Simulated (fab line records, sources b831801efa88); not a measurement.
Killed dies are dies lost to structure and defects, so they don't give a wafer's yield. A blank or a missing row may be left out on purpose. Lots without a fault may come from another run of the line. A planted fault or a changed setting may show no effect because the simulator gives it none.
One fault seen from 2 desks | flow sky130 | each desk has only its own numbers; what lay behind them comes last

THE METROLOGY DESK
What the gauges read, lot by lot, whatever tool the lot ran on: means of the sampled wafers that have a number. A lot is out of limits, marked OUT, if its mean lies more than 4 standard deviations from the usual mean; the brackets give that distance.
Columns: A = VIA3_OVL at SKY_VIA3_OVL_MEAS_13, usual 2 nm
lot  | first seen here | A
L552 | day 40 00:22    | 11
L553 | day 40 05:59    | 2
L555 | day 41 01:04    | 3
L562 | day 43 02:16    | -5
L563 | day 43 11:47    | 3
L565 | day 43 14:54    | 8
L568 | day 44 08:23    | 3
L573 | day 45 20:01    | 3
L574 | day 45 20:43    | -0
L575 | day 46 03:31    | 10
This desk's finding: nothing out of limits on any of the 10 lots.

THE TOOL OWNER'S DESK: rie_metal-03
The tool's own readings at SKY_METAL5_METAL_ETCH_15 (etches the open film in Cl2/BCl3, stops on SiO2, target depth 1260 nm, time 252 s): means of the sampled wafers that have a number, for each lot that ran on this tool. A lot is out of limits, marked OUT, if its mean lies more than 4 standard deviations from the usual mean; the brackets give that distance.
Columns: A = bias_w at SKY_METAL5_METAL_ETCH_15, usual 48.49 W; B = drypump_motor_current_A at SKY_METAL5_METAL_ETCH_15, usual 5.9 A; C = oes_product_au at SKY_METAL5_METAL_ETCH_15, usual 0.894 a.u.; D = rf_fwd_power_W at SKY_METAL5_METAL_ETCH_15, usual 898.0 W; E = throttle_valve_pct at SKY_METAL5_METAL_ETCH_15, usual 22.265 %
lot  | first seen here | A     | B   | C                | D     | E
L552 | day 44 04:38    | 48.33 | 6.2 | 0.897            | 897.7 | 22.262
L553 | day 44 09:53    | 48.46 | 5.9 | 0.896            | 899.7 | 22.268
L563 | day 47 07:05    | 48.54 | 6.2 | 0.848 (-8.4) OUT | 898.2 | 22.264
L565 | day 47 10:13    | 48.38 | 6.2 | 0.847 (-8.5) OUT | 897.2 | 22.272
This desk's finding: out of limits on L563, L565; first on L563, day 47 07:05 (oes_product_au at SKY_METAL5_METAL_ETCH_15). In limits: L552, L553.

PUT TOGETHER
The tool owner's desk could have raised an alarm at day 47 07:05, on L563, L565.
The metrology desk saw nothing out of limits.
The metrology desk has L563, L565 on record, within its limits.
Of the lots named, all ran SKY_METAL5_METAL_ETCH_15 on rie_metal-03.

WHAT THE SIMULATOR HAD PUT IN
Process parameter drift: rie_metal-03, from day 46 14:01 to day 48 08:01, at SKY_METAL5_METAL_ETCH_15. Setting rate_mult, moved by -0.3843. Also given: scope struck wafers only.
Lots struck among those shown: L563, L565.
Hours from the fault's start to each desk's first reading out of limits: the tool owner's desk, 17.
